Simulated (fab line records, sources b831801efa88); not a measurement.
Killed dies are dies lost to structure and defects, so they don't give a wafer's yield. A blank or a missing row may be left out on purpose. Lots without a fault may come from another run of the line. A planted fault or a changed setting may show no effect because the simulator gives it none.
fab line records | flow sky130
record lots=5 wafers=15 last_day=49
route steps=708 shown VIA1@471 METAL2@483
lots that met no fault: from a run of the same line without faults
start_h: hours from the record's first day to the start of the lot's first wafer shown | wait_h: hours since the lot's step before | " the same as in the row above | L1.1+2: a row that stands for several wafers | - no value, or no start given | * or withheld: withheld | < > ~ a bound
route shown NAME@n: a module of which the file shows steps, and the number in the route of the first | usual: mean/standard deviation of fault-free wafers | same: alike in all rows | chamber/n: place in a boat | sites: the reading at each site | _std_site: their standard deviation | _edge_site: outer sites' mean less inner sites' | radius_mm: how far each site lies from the wafer's centre | mask NAME#n: copy n | behind: the tool/chamber that last shaped the wafer | hold: why the lot was held/for how many hours/how that ended | device: the transistor (n, p or np) that didn't switch | end of line: the same wafers' tests at the end of the route | a step without rows: its recipe alone | killed: dies lost to structure and defects at the first sort, not the wafer's yield | map: a wafer's dies, x killed, . not, _ none there
set.NAME: the setting as run; set.NAME@STEP: as run at that earlier step | model.NAME: the simulator's own value behind a step, which no gauge read
lots at some steps of the route; a table a step, a row a wafer
services: from which hour (start_h, from the record's first day; less than 0 if before it) a tool's chamber was out of use, for how many hours, and why
## steps
# step SKY_VIA1_OVL_MEAS_13
# usual VIA1_OVL=1/5.5
# columns lot.wafer tool chamber start_h wait_h VIA1_OVL[nm]
L075.1 overlay-01 - 797.70 0.1 -4
L075.3 " - " " -8
L075.4 " - " " -3
L079.1 overlay-01 - 848.92 0.1 8
L079.2 " - " " 8
L079.6 " - " " 3
L081.1 overlay-01 - 855.46 0.1 -8
L081.4 " - " " -1
L081.6 " - " " -4
L084.3 overlay-02 - 865.46 0.1 9
L084.4 " - " " 8
L084.6 " - " " 4
L090.1 overlay-01 - 911.85 0.1 5
L090.4 " - " " 11
L090.6 " - " " 16
# step SKY_VIA1_ETCH_14
# recipe chemistry=N2/H2 target=BARC ion_energy_ev=200 source_w=500 bias_w=100 pressure_mtorr=30 n2_flow_sccm=100 h2_flow_sccm=200 stop_on=SiO2 time_s=45.9 target_depth_a=600
# usual bias_w=99.96/0.29 chamber_pressure_mTorr=29.999/0.028 drypump_motor_current_A=5.8/0.43 h2_flow_sccm=200.0/0.6 oes_product_au=0.854/0.0052 throttle_valve_pct=13.225/0.0088
# columns lot.wafer tool chamber start_h wait_h bias_w chamber_pressure_mTorr drypump_motor_current_A h2_flow_sccm oes_product_au rf_hours_counter_h throttle_valve_pct
L075.1 rie_diel-02 1 797.73 0.0 100.17 30.005 6.5 200.8 0.865 10 13.220
L075.3 " 2 " " 99.55 29.997 6.0 200.6 0.857 16 13.217
L075.4 " 3 " " 99.60 30.017 6.1 199.5 0.865 15 13.224
L079.1 rie_diel-01 3 848.95 0.0 99.80 30.026 5.5 201.6 0.850 11 13.213
L079.2 " 2 " " 100.07 30.002 5.6 199.9 0.860 17 13.199
L079.6 " 2 " " 100.60 30.027 5.6 200.3 0.852 - 13.221
L081.1 rie_diel-01 2 855.49 0.0 100.06 29.985 5.6 199.9 0.847 17 13.226
L081.4 " 3 " " 99.62 29.999 5.5 200.1 0.860 11 13.225
L081.6 " 1 " " 100.30 30.006 5.0 200.2 0.863 - 13.226
L084.3 rie_diel-01 0 865.48 0.0 99.51 30.066 5.6 199.8 0.865 14 13.237
L084.4 " 3 " " 100.03 29.965 5.5 200.3 0.860 12 13.220
L084.6 " 2 " " 100.39 29.990 5.6 200.1 0.865 - 13.231
L090.1 rie_diel-01 2 911.88 0.0 99.72 30.032 5.6 200.5 0.855 19 13.217
L090.4 " 1 " " 99.99 29.966 4.9 200.9 0.854 - 13.233
L090.6 " 2 " " 100.37 30.032 5.6 201.0 0.854 - 13.205
# step SKY_VIA1_ETCH_15
# recipe target=SiO2 chemistry=C4F8/O2/Ar target_depth_nm=351 stop_on=TiN mask_material=KrF-thick source_w=1500 bias_w=1200 pressure_mtorr=40 c4f8_flow_sccm=withheld O2_flow_sccm=6 Ar_flow_sccm=300 time_s=54
# usual bias_w=1200/3.5 chamber_pressure_mTorr=40.00/0.056 oes_product_au=0.982/0.0061
# columns lot.wafer tool chamber start_h wait_h bias_w chamber_pressure_mTorr oes_product_au rf_hours_counter_h
L075.1 rie_diel-02 1 797.77 0.0 1199 40.05 0.978 10
L075.3 " 2 " " 1199 40.00 0.983 16
L075.4 " 3 " " 1198 39.99 0.985 15
L079.1 rie_diel-01 3 849.00 0.0 1197 39.99 0.981 11
L079.2 " 2 " " 1202 40.03 0.974 17
L079.6 " 2 " " 1198 40.04 0.979 -
L081.1 rie_diel-01 2 855.54 0.0 1197 39.94 0.985 17
L081.4 " 3 " " 1201 39.98 0.985 11
L081.6 " 1 " " 1205 39.99 0.984 -
L084.3 rie_diel-01 0 865.52 0.0 1198 40.04 0.985 14
L084.4 " 3 " " 1205 40.01 0.974 12
L084.6 " 2 " " 1198 39.96 0.980 -
L090.1 rie_diel-01 2 911.93 0.0 1196 40.01 0.991 19
L090.4 " 1 " " 1203 39.99 0.983 -
L090.6 " 2 " " 1199 39.97 0.980 -
# step SKY_VIA1_STRIP_16
# recipe chemistry=O2/N2 power_w=1400 pressure_mtorr=1500 platen_temp_c=withheld o2_flow_sccm=3000 n2_flow_sccm=300 overash_fraction=0.5
# usual chamber_pressure_mTorr=1500.1/1.4 drypump_motor_current_A=5.5/0.35 oes_product_au=0.416/0.0042 strip_time_to_endpoint_s=4.465/0.023
# columns lot.wafer tool chamber start_h wait_h chamber_pressure_mTorr drypump_motor_current_A oes_product_au rf_hours_counter_h strip_time_to_endpoint_s
L075.1 plasma_asher-02 1 797.82 0.0 1500.6 5.7 0.412 37 4.470
L075.3 " 0 " " 1499.5 4.9 0.415 - 4.461
L075.4 " 1 " " 1500.3 5.7 0.418 - 4.497
L079.1 plasma_asher-04 1 849.04 0.0 1500.3 5.6 0.423 11 4.516
L079.2 " 0 " " 1497.4 5.4 0.418 11 4.456
L079.6 " 0 " " 1501.8 5.4 0.413 - 4.473
L081.1 plasma_asher-03 1 855.58 0.0 1502.0 5.7 0.413 69 4.455
L081.4 " 0 " " 1502.3 6.0 0.418 - 4.445
L081.6 " 1 " " 1500.3 5.7 0.409 - 4.468
L084.3 plasma_asher-02 1 865.60 0.1 1498.5 5.7 0.418 - 4.475
L084.4 " 0 " " 1501.4 4.9 0.419 - 4.515
L084.6 " 0 " " 1501.6 4.9 0.419 - 4.510
L090.1 plasma_asher-04 0 911.97 0.0 1499.6 5.4 0.417 17 4.489
L090.4 " 0 " " 1499.1 5.4 0.418 - 4.439
L090.6 " 1 " " 1496.7 5.6 0.419 - 4.481
# step SKY_VIA1_STRIP_17
# recipe chemistry=post_etch_residue_remover time_s=1200 temp_c=72.5
# columns lot.wafer tool chamber start_h wait_h
L075.1+3+4 wet_bench-04 0 797.92 0.1
L079.1+2+6 wet_bench-01 1 849.14 0.1
L081.1+4+6 wet_bench-04 0 855.68 0.1
L084.3+4+6 wet_bench-01 2 865.67 0.0
L090.1+4+6 wet_bench-04 1 912.07 0.1
# step SKY_VIA1_CLEAN_18
# recipe chemistry=IPA time_s=180 temp_c=25
# columns lot.wafer tool chamber start_h wait_h
L075.1+3+4 wet_bench-02 1 798.26 0.0
L079.1+2+6 wet_bench-02 0 849.48 0.0
L081.1+4+6 wet_bench-01 0 856.06 0.0
L084.3+4+6 wet_bench-04 1 866.01 0.0
L090.1+4+6 wet_bench-02 2 912.41 0.0
# step SKY_VIA1_CLEAN_19
# recipe chemistry=O3/DIW dry=n2_spin
# columns lot.wafer tool chamber start_h wait_h
L075.1+3+4 wet_bench-04 3 798.32 0.0
L079.1+2+6 wet_bench-04 3 849.54 0.0
L081.1+4+6 wet_bench-02 0 856.12 0.0
L084.3+4+6 wet_bench-01 0 866.07 0.0
L090.1+4+6 wet_bench-04 0 912.48 0.0
# step SKY_VIA1_SPUTTER_20
# recipe material=TiN target_thk_nm=20 chamber_pressure_pa=5 power_w=4000 time_s=80
# usual throttle_valve_pct=29.8/0.74
# columns lot.wafer tool chamber start_h wait_h throttle_valve_pct
L075.1 pvd_sputter-02 - 798.41 0.0 30.2
L075.3 " - " " 30.5
L075.4 " - " " 29.2
L079.1 pvd_sputter-02 - 849.65 0.0 29.3
L079.2 " - " " 29.4
L079.6 " - " " 30.1
L081.1 pvd_sputter-02 - 856.21 0.0 29.4
L081.4 " - " " 30.4
L081.6 " - " " 30.4
L084.3 pvd_sputter-02 - 866.16 0.0 30.6
L084.4 " - " " 29.4
L084.6 " - " " 29.3
L090.1 pvd_sputter-02 - 912.57 0.0 30.2
L090.4 " - " " 29.3
L090.6 " - " " 30.3
# step SKY_VIA1_CVD_21
# recipe material=W target_thk_nm=270 time_s=80.902 temp_c=400 pressure_torr=40
# usual heater_power_w=911/90
# columns lot.wafer tool chamber start_h wait_h heater_power_w
L075.1 cvd_w-02 1 798.47 0.0 871
L075.3 " 1 " " 863
L075.4 " 0 " " 1025
L079.1 cvd_w-02 0 849.72 0.0 1031
L079.2 " 1 " " 887
L079.6 " 1 " " 864
L081.1 cvd_w-01 1 856.28 0.0 847
L081.4 " 1 " " 858
L081.6 " 1 " " 870
L084.3 cvd_w-01 0 866.26 0.1 819
L084.4 " 1 " " 871
L084.6 " 0 " " 803
L090.1 cvd_w-02 1 912.63 0.0 858
L090.4 " 1 " " 886
L090.6 " 0 " " 1027
# step SKY_VIA1_RS_MEAS_22
# recipe thk_meas_gauge=four-point-probe reads=W_of_VIA1_CVD_21+TiN_of_VIA1_SPUTTER_20
# usual VIA1_W_RS=0.426/0.0047
# columns lot.wafer tool chamber start_h wait_h VIA1_W_RS[ohm/sq]
L075.1 film_metro-04 - 798.57 0.1 0.430
L075.3 " - " " 0.428
L075.4 " - " " 0.419
L079.1 film_metro-03 - 849.90 0.1 0.418
L079.2 " - " " 0.427
L079.6 " - " " 0.421
L081.1 film_metro-01 - 856.37 0.1 0.424
L081.4 " - " " 0.425
L081.6 " - " " 0.428
L084.3 film_metro-03 - 866.36 0.1 0.424
L084.4 " - " " 0.422
L084.6 " - " " 0.424
L090.1 film_metro-01 - 912.72 0.1 0.429
L090.4 " - " " 0.425
L090.6 " - " " 0.421
# step SKY_VIA1_THK_MEAS_23
# recipe thk_meas_gauge=xrf reads=W_of_VIA1_CVD_21
# usual VIA1_W_THK=271/3.7
# columns lot.wafer tool chamber start_h wait_h VIA1_W_THK[nm]
L075.1 film_metro-04 - 798.69 0.1 267
L075.3 " - " " 268
L075.4 " - " " 274
L079.1 film_metro-03 - 850.02 0.1 280
L079.2 " - " " 273
L079.6 " - " " 277
L081.1 film_metro-01 - 856.49 0.1 270
L081.4 " - " " 268
L081.6 " - " " 266
L084.3 film_metro-03 - 866.46 0.1 274
L084.4 " - " " 277
L084.6 " - " " 275
L090.1 film_metro-01 - 912.84 0.1 269
L090.4 " - " " 271
L090.6 " - " " 274
# step SKY_VIA1_CMP_24
# recipe stop_on=SiO2 t_overpolish_s=15 down_force_psi=3.5 platen_rpm=60 target_thk_nm=0 pad_velocity_m_s=0.94248
# usual motor_current_A=11.1/1.3 overpolish_run_s=15.000/0.0094 platen_rpm=60.00/0.043 slurry_filter_dp_kPa=13.49/0.14 time_to_endpoint_s=68/3.9
# columns lot.wafer tool chamber start_h wait_h motor_current_A overpolish_run_s platen_rpm slurry_filter_dp_kPa time_to_endpoint_s
L075.1 cmp-02 0 798.75 0.1 10.7 15.000 60.01 13.46 71
L075.3 " 1 " " 10.6 15.007 59.97 13.20 70
L075.4 " 3 " " 8.3 14.994 60.02 13.50 65
L079.2 cmp-01 3 850.08 0.0 10.3 14.998 60.02 13.50 63
L079.1 " 0 " " 12.7 15.002 59.96 13.45 65
L079.6 " 0 " " 13.1 14.992 60.04 13.75 66
L081.4 cmp-02 0 856.55 0.0 10.9 15.006 60.04 13.80 72
L081.1 " 2 " " 12.4 14.983 60.02 13.58 71
L081.6 " 1 " " 10.0 14.991 60.00 13.54 68
L084.4 cmp-02 0 866.50 0.0 10.7 15.012 59.95 13.67 72
L084.3 " 1 " " 11.3 14.972 59.97 13.48 72
L084.6 " 0 " " 11.4 14.998 60.02 13.61 73
L090.1 cmp-01 2 912.90 0.1 11.1 14.989 59.97 13.17 68
L090.4 " 3 " " 10.0 15.011 59.98 13.50 66
L090.6 " 2 " " 11.7 15.010 60.01 13.69 71
# step SKY_METAL2_SPUTTER_00
# recipe material=Ti target_thk_nm=15 power_w=3000 time_s=10 chamber_pressure_pa=0.4
# usual throttle_valve_pct=29.4/1
# columns lot.wafer tool chamber start_h wait_h throttle_valve_pct
L075.1 pvd_sputter-04 - 799.05 0.2 30.0
L075.3 " - " " 29.2
L075.4 " - " " 31.1
L079.1 pvd_sputter-03 - 850.38 0.2 28.8
L079.2 " - " " 28.2
L079.6 " - " " 28.4
L081.1 pvd_sputter-01 - 856.85 0.1 29.8
L081.4 " - " " 30.1
L081.6 " - " " 30.0
L084.3 pvd_sputter-03 - 866.80 0.2 30.6
L084.4 " - " " 28.1
L084.6 " - " " 29.0
L090.1 pvd_sputter-01 - 913.20 0.2 27.7
L090.4 " - " " 30.0
L090.6 " - " " 30.1
# step SKY_METAL2_SPUTTER_01
# recipe material=TiN target_thk_nm=20 power_w=6500 time_s=16.7 chamber_pressure_pa=0.4
# usual throttle_valve_pct=29.4/1
# columns lot.wafer tool chamber start_h wait_h throttle_valve_pct
L075.1 pvd_sputter-04 - 799.07 0.0 30.1
L075.3 " - " " 29.3
L075.4 " - " " 30.8
L079.1 pvd_sputter-03 - 850.40 0.0 29.0
L079.2 " - " " 28.6
L079.6 " - " " 28.6
L081.1 pvd_sputter-01 - 856.87 0.0 29.8
L081.4 " - " " 29.9
L081.6 " - " " 30.0
L084.3 pvd_sputter-03 - 866.82 0.0 31.0
L084.4 " - " " 27.7
L084.6 " - " " 29.0
L090.1 pvd_sputter-01 - 913.22 0.0 27.8
L090.4 " - " " 29.9
L090.6 " - " " 30.0
# step SKY_METAL2_SPUTTER_02
# recipe material=AlCu target_thk_nm=250 power_w=10600 time_s=13.3 chamber_pressure_pa=0.4
# usual throttle_valve_pct=29.4/1
# columns lot.wafer tool chamber start_h wait_h throttle_valve_pct
L075.1 pvd_sputter-04 - 799.09 0.0 30.1
L075.3 " - " " 29.1
L075.4 " - " " 30.9
L079.1 pvd_sputter-03 - 850.43 0.0 29.0
L079.2 " - " " 28.2
L079.6 " - " " 28.4
L081.1 pvd_sputter-01 - 856.90 0.0 29.7
L081.4 " - " " 29.7
L081.6 " - " " 29.6
L084.3 pvd_sputter-03 - 866.84 0.0 31.0
L084.4 " - " " 28.1
L084.6 " - " " 29.1
L090.1 pvd_sputter-01 - 913.25 0.0 27.9
L090.4 " - " " 29.8
L090.6 " - " " 30.0
# step SKY_METAL2_SPUTTER_03
# recipe material=Ti target_thk_nm=5 power_w=3000 time_s=3.3 chamber_pressure_pa=0.4
# usual throttle_valve_pct=29.4/1
# columns lot.wafer tool chamber start_h wait_h throttle_valve_pct
L075.1 pvd_sputter-04 - 799.12 0.0 30.2
L075.3 " - " " 29.3
L075.4 " - " " 31.0
L079.1 pvd_sputter-03 - 850.45 0.0 29.0
L079.2 " - " " 28.2
L079.6 " - " " 28.3
L081.1 pvd_sputter-01 - 856.92 0.0 29.9
L081.4 " - " " 29.9
L081.6 " - " " 30.1
L084.3 pvd_sputter-03 - 866.87 0.0 30.8
L084.4 " - " " 27.6
L084.6 " - " " 28.8
L090.1 pvd_sputter-01 - 913.27 0.0 27.9
L090.4 " - " " 29.6
L090.6 " - " " 30.1
# step SKY_METAL2_SPUTTER_04
# recipe material=TiN target_thk_nm=70 power_w=6500 time_s=58.3 chamber_pressure_pa=0.4
# usual throttle_valve_pct=29.4/1
# columns lot.wafer tool chamber start_h wait_h throttle_valve_pct
L075.1 pvd_sputter-04 - 799.14 0.0 30.2
L075.3 " - " " 29.3
L075.4 " - " " 31.1
L079.1 pvd_sputter-03 - 850.47 0.0 29.1
L079.2 " - " " 28.5
L079.6 " - " " 28.4
L081.1 pvd_sputter-01 - 856.94 0.0 29.6
L081.4 " - " " 29.8
L081.6 " - " " 30.0
L084.3 pvd_sputter-03 - 866.89 0.0 30.9
L084.4 " - " " 27.9
L084.6 " - " " 29.0
L090.1 pvd_sputter-01 - 913.29 0.0 28.0
L090.4 " - " " 29.9
L090.6 " - " " 30.2
# step SKY_METAL2_RS_MEAS_05
# recipe thk_meas_gauge=four-point-probe reads=TiN_of_METAL2_SPUTTER_04+Ti_of_METAL2_SPUTTER_03+AlCu_of_METAL2_SPUTTER_02+TiN_of_METAL2_SPUTTER_01+Ti_of_METAL2_SPUTTER_00
# usual METAL2_ALCU_RS=0.1261/0.0017
# columns lot.wafer tool chamber start_h wait_h METAL2_ALCU_RS[ohm/sq]
L075.1 film_metro-04 - 799.19 0.0 0.1261
L075.3 " - " " 0.1275
L075.4 " - " " 0.1272
L079.1 film_metro-04 - 850.52 0.0 0.1264
L079.2 " - " " 0.1246
L079.6 " - " " 0.1242
L081.1 film_metro-01 - 857.06 0.1 0.1271
L081.4 " - " " 0.1291
L081.6 " - " " 0.1282
L084.3 film_metro-01 - 866.98 0.1 0.1258
L084.4 " - " " 0.1254
L084.6 " - " " 0.1252
L090.1 film_metro-01 - 913.34 0.0 0.1254
L090.4 " - " " 0.1261
L090.6 " - " " 0.1267
# step SKY_METAL2_THK_MEAS_06
# recipe thk_meas_gauge=xrf reads=AlCu_of_METAL2_SPUTTER_02
# usual METAL2_ALCU_THK=247/4
# columns lot.wafer tool chamber start_h wait_h METAL2_ALCU_THK[nm]
L075.1 film_metro-04 - 799.31 0.1 246
L075.3 " - " " 243
L075.4 " - " " 244
L079.1 film_metro-04 - 850.64 0.1 246
L079.2 " - " " 247
L079.6 " - " " 249
L081.1 film_metro-01 - 857.18 0.1 247
L081.4 " - " " 244
L081.6 " - " " 245
L084.3 film_metro-01 - 867.08 0.1 250
L084.4 " - " " 250
L084.6 " - " " 251
L090.1 film_metro-01 - 913.46 0.1 249
L090.4 " - " " 247
L090.6 " - " " 246
# step SKY_METAL2_DEHYDRATE_07
# recipe temp_c=200 time_s=60
# usual plate_temp_C=200.04/0.18
# columns lot.wafer tool chamber start_h wait_h plate_temp_C
L075.1 litho_track-04 0 811.15 11.8 200.09
L075.3 " 0 " " 200.32
L075.4 " 0 " " 200.01
L079.1 litho_track-02 0 863.16 12.5 200.19
L079.2 " 0 " " 200.21
L079.6 " 0 " " 200.27
L081.1 litho_track-01 0 869.34 12.2 200.17
L081.4 " 0 " " 200.26
L081.6 " 0 " " 200.22
L084.3 litho_track-04 0 879.55 12.5 200.17
L084.4 " 0 " " 199.81
L084.6 " 0 " " 199.72
L090.1 litho_track-04 0 925.45 12.0 200.13
L090.4 " 0 " " 199.73
L090.6 " 0 " " 199.59
# step SKY_METAL2_HMDS_08
# recipe prime_time_s=60 prime_temp_c=120
# columns lot.wafer tool chamber start_h wait_h
L075.1+3+4 litho_track-04 0 811.30 0.1
L079.1+2+6 litho_track-02 0 863.31 0.1
L081.1+4+6 litho_track-01 0 869.49 0.1
L084.3+4+6 litho_track-04 0 879.70 0.1
L090.1+4+6 litho_track-04 0 925.60 0.1
# step SKY_METAL2_COAT_09
# recipe resist=BARC temp_c=withheld time_s=withheld spin_rpm=3000 resist_thk_nm=60
# usual dispense_pressure_kPa=54/3.3
# columns lot.wafer tool chamber start_h wait_h dispense_pressure_kPa
L075.1 litho_track-04 0 811.45 0.1 58
L075.3 " 0 " " 58
L075.4 " 0 " " 58
L079.1 litho_track-02 0 863.46 0.1 50
L079.2 " 0 " " 50
L079.6 " 0 " " 50
L081.1 litho_track-01 0 869.64 0.1 53
L081.4 " 0 " " 53
L081.6 " 0 " " 53
L084.3 litho_track-04 0 879.85 0.1 58
L084.4 " 0 " " 58
L084.6 " 0 " " 58
L090.1 litho_track-04 0 925.75 0.1 58
L090.4 " 0 " " 58
L090.6 " 0 " " 58
# step SKY_METAL2_COAT_10
# recipe resist=KrF-thick spin_rpm=3000 resist_thk_nm=450
# usual dispense_pressure_kPa=54/3.3
# columns lot.wafer tool chamber start_h wait_h dispense_pressure_kPa
L075.1 litho_track-04 0 - - 58
L075.3 " 0 " " 58
L075.4 " 0 " " 58
L079.1 litho_track-02 0 - - 49
L079.2 " 0 " " 50
L079.6 " 0 " " 49
L081.1 litho_track-01 0 - - 53
L081.4 " 0 " " 53
L081.6 " 0 " " 53
L084.3 litho_track-04 0 - - 58
L084.4 " 0 " " 58
L084.6 " 0 " " 58
L090.1 litho_track-04 0 - - 58
L090.4 " 0 " " 58
L090.6 " 0 " " 58
# step SKY_METAL2_SOFTBAKE_11
# recipe temp_c=100 time_s=90 resist=KrF-thick
# usual plate_temp_C=99.99/0.14
# columns lot.wafer tool chamber start_h wait_h plate_temp_C
L075.1 litho_track-04 0 - - 100.09
L075.3 " 0 " " 100.30
L075.4 " 0 " " 100.16
L079.1 litho_track-02 0 - - 99.91
L079.2 " 0 " " 100.02
L079.6 " 0 " " 99.95
L081.1 litho_track-01 0 - - 99.85
L081.4 " 0 " " 99.91
L081.6 " 0 " " 99.97
L084.3 litho_track-04 0 - - 100.22
L084.4 " 0 " " 99.99
L084.6 " 0 " " 100.14
L090.1 litho_track-04 0 - - 99.85
L090.4 " 0 " " 100.08
L090.6 " 0 " " 100.13
# step SKY_METAL2_EXPOSE_12
# recipe mask_id=MM2 na=0.8 source_shape=annular sigma_inner=0.55 sigma_outer=0.85 target_cd_nm=140 dose_mj=28
# columns lot.wafer tool chamber start_h wait_h mask
L075.1+3+4 krf_scanner-02 0 - - MM2#0
L079.1+2+6 krf_scanner-02 0 - - MM2#0
L081.1+4+6 krf_scanner-01 0 - - MM2#0
L084.3+4+6 krf_scanner-02 0 - - MM2#0
L090.1+4+6 krf_scanner-02 0 - - MM2#0
# step SKY_METAL2_PEB_13
# recipe peb_temp_c=withheld peb_time_s=withheld resist=KrF-thick
# columns lot.wafer tool chamber start_h wait_h
L075.1+3+4 litho_track-02 0 - -
L079.1+2+6 litho_track-01 0 - -
L081.1+4+6 litho_track-01 0 - -
L084.3+4+6 litho_track-02 0 - -
L090.1+4+6 litho_track-02 0 - -
# step SKY_METAL2_DEVELOP_14
# recipe develop_time_s=60 resist=KrF-thick dev_temp_c=21
# columns lot.wafer tool chamber start_h wait_h
L075.1+3+4 litho_track-02 0 - -
L079.1+2+6 litho_track-01 0 - -
L081.1+4+6 litho_track-01 0 - -
L084.3+4+6 litho_track-02 0 - -
L090.1+4+6 litho_track-02 0 - -
# step SKY_METAL2_CD_MEAS_15
# recipe target_cd_nm=140
# usual cd_nm=139.2/1.2
# columns lot.wafer tool chamber start_h wait_h cd_nm
L075.1 cd_sem-02 - 825.31 - 139.4
L075.3 " - " " 136.6
L075.4 " - " " 137.3
L079.1 cd_sem-02 - 876.59 - 140.1
L079.2 " - " " 139.2
L079.6 " - " " 139.4
L081.1 cd_sem-01 - 883.49 - 138.3
L081.4 " - " " 139.8
L081.6 " - " " 140.2
L084.3 cd_sem-02 - 892.80 - 139.5
L084.4 " - " " 139.8
L084.6 " - " " 140.6
L090.1 cd_sem-02 - 938.46 - 139.7
L090.4 " - " " 140.5
L090.6 " - " " 140.8
# step SKY_METAL2_OVL_MEAS_16
# usual METAL2_OVL=3/5.6
# columns lot.wafer tool chamber start_h wait_h METAL2_OVL[nm]
L075.1 overlay-02 - 825.43 0.1 8
L075.3 " - " " 9
L075.4 " - " " 6
L079.1 overlay-02 - 876.71 0.1 -14
L079.2 " - " " 4
L079.6 " - " " 0
L081.1 overlay-01 - 883.61 0.1 2
L081.4 " - " " 0
L081.6 " - " " -2
L084.3 overlay-01 - 892.89 0.1 11
L084.4 " - " " 4
L084.6 " - " " 1
L090.1 overlay-02 - 938.58 0.1 15
L090.4 " - " " 1
L090.6 " - " " 5
# step SKY_METAL2_DESCUM_17
# recipe chemistry=O2 source_power_w=150 bias_power_w=0 pressure_mtorr=10 temp_c=40 time_s=8
# usual chamber_pressure_mTorr=9.999/0.0092 drypump_motor_current_A=5.6/0.33 oes_product_au=0.997/0.0093
# columns lot.wafer tool chamber start_h wait_h chamber_pressure_mTorr drypump_motor_current_A oes_product_au rf_hours_counter_h
L075.1 rie_metal-01 0 825.46 0.0 9.994 5.2 0.983 7
L075.3 " 1 " " 10.012 5.9 1.010 -
L075.4 " 0 " " 9.998 5.2 0.994 -
L079.1 rie_metal-01 1 876.74 0.0 10.002 5.9 1.011 13
L079.2 " 0 " " 10.019 5.2 0.992 9
L079.6 " 1 " " 10.006 6.0 0.993 -
L081.1 rie_metal-01 1 883.64 0.0 9.983 5.9 1.006 13
L081.4 " 1 " " 10.010 5.9 1.008 -
L081.6 " 1 " " 9.989 5.9 1.004 -
L084.3 rie_metal-03 0 892.92 0.0 10.001 5.7 0.996 -
L084.4 " 1 " " 9.996 5.7 1.010 -
L084.6 " 1 " " 10.005 5.7 1.005 -
L090.1 rie_metal-02 1 938.61 0.0 10.011 6.1 0.984 8
L090.4 " 0 " " 10.008 5.6 0.984 -
L090.6 " 0 " " 9.999 5.5 0.996 -
# step SKY_METAL2_ETCH_18
# recipe chemistry=N2/H2 target=BARC ion_energy_ev=200 bias_w=100 pressure_mtorr=30 n2_flow_sccm=100 h2_flow_sccm=200 icp_w=500 stop_on=SiO2 time_s=45.9 target_depth_a=600
# usual bias_w=99.95/0.28 chamber_pressure_mTorr=29.999/0.027 drypump_motor_current_A=5.6/0.33 h2_flow_sccm=200.1/0.62 oes_product_au=0.854/0.0045 throttle_valve_pct=13.224/0.0093
# columns lot.wafer tool chamber start_h wait_h bias_w chamber_pressure_mTorr drypump_motor_current_A h2_flow_sccm oes_product_au rf_hours_counter_h throttle_valve_pct
L075.1 rie_metal-01 0 825.49 0.0 99.88 29.975 5.2 199.1 0.850 7 13.200
L075.3 " 1 " " 99.86 30.004 6.0 199.8 0.849 - 13.228
L075.4 " 0 " " 100.18 30.030 5.2 199.6 0.857 - 13.227
L079.1 rie_metal-01 1 876.78 0.0 100.02 29.956 5.9 201.1 0.855 13 13.227
L079.2 " 0 " " 99.90 29.992 5.2 201.1 0.856 9 13.233
L079.6 " 1 " " 99.62 29.943 5.9 201.0 0.853 - 13.224
L081.1 rie_metal-01 1 883.68 0.0 99.98 30.017 6.0 198.8 0.856 13 13.220
L081.4 " 1 " " 99.68 29.968 6.0 199.5 0.852 - 13.223
L081.6 " 1 " " 100.37 30.005 6.0 199.2 0.861 - 13.221
L084.3 rie_metal-03 0 892.97 0.0 100.11 29.973 5.7 200.1 0.855 - 13.225
L084.4 " 1 " " 99.90 29.968 5.7 200.3 0.860 - 13.230
L084.6 " 1 " " 100.27 30.000 5.7 200.3 0.858 - 13.212
L090.1 rie_metal-02 1 938.64 0.0 99.46 29.992 6.1 199.3 0.855 8 13.231
L090.4 " 0 " " 100.12 29.993 5.5 200.1 0.859 - 13.221
L090.6 " 0 " " 100.09 30.015 5.5 199.6 0.847 - 13.220
# step SKY_METAL2_METAL_ETCH_19
# recipe target_depth_a=3600 stop_on=SiO2 over_etch_frac=0.3 time_s=78 chemistry=Cl2/BCl3 resist_sidewall_deg=88 pressure_mtorr=10 icp_w=900 bias_w=48.5 Cl2_flow_sccm=60 bcl3_flow_sccm=30
# usual bias_w=48.50/0.14 chamber_pressure_mTorr=10.002/0.0096 drypump_motor_current_A=5.6/0.33 oes_product_au=0.856/0.0068 throttle_valve_pct=22.264/0.0093
# columns lot.wafer tool chamber start_h wait_h bias_w chamber_pressure_mTorr drypump_motor_current_A oes_product_au rf_hours_counter_h throttle_valve_pct
L075.1 rie_metal-01 0 825.56 0.0 48.36 10.010 5.2 0.862 7 22.250
L075.3 " 1 " " 48.50 10.029 5.9 0.851 - 22.268
L075.4 " 0 " " 48.44 10.009 5.2 0.857 - 22.257
L079.1 rie_metal-01 1 876.84 0.0 48.35 9.993 6.0 0.854 13 22.252
L079.2 " 0 " " 48.67 10.004 5.2 0.859 9 22.260
L079.6 " 1 " " 48.48 10.034 6.0 0.849 - 22.259
L081.1 rie_metal-01 1 883.74 0.0 48.60 10.012 6.0 0.851 13 22.247
L081.4 " 1 " " 48.51 10.002 6.0 0.841 - 22.256
L081.6 " 1 " " 48.58 10.010 6.0 0.850 - 22.268
L084.3 rie_metal-03 0 893.04 0.1 48.56 9.999 5.7 0.857 - 22.266
L084.4 " 1 " " 48.55 10.017 5.7 0.855 - 22.265
L084.6 " 1 " " 48.73 9.988 5.7 0.859 - 22.277
L090.1 rie_metal-02 1 938.71 0.0 48.71 10.005 6.1 0.866 8 22.259
L090.4 " 0 " " 48.27 10.002 5.5 0.858 - 22.283
L090.6 " 0 " " 48.61 10.001 5.5 0.861 - 22.258
## services
# columns tool chamber start_h hours kind
pvd_sputter-02 - 775.32 1.7 repair
pvd_sputter-01 - 784.47 0.7 repair
krf_scanner-02 - 784.53 1.0 pm
pvd_sputter-03 - 788.87 10.8 repair
rie_metal-03 - 804.60 2.7 pm
cmp-02 - 804.61 3.9 pm
rie_metal-02 0 807.00 17.4 repair
rie_metal-01 - 811.40 0.7 repair
pvd_sputter-01 - 857.15 2.5 repair
pvd_sputter-04 - 858.45 7.5 repair
cmp-02 - 862.50 1.3 repair
pvd_sputter-01 - 868.29 0.9 repair
rie_diel-01 3 868.54 1.3 repair
krf_scanner-02 - 870.17 0.8 pm
wet_bench-01 - 873.90 44.6 pm
pvd_sputter-03 - 891.56 6.3 repair
cmp-02 - 896.35 2.2 repair
rie_diel-01 - 901.37 0.5 repair
rie_diel-01 0 901.42 11.7 repair
rie_metal-03 - 909.53 0.4 repair
krf_scanner-02 - 911.00 1.3 repair
pvd_sputter-04 - 911.62 2.0 repair
krf_scanner-02 - 932.32 1.3 pm
pvd_sputter-02 - 938.69 2.4 repair
## key
fault none
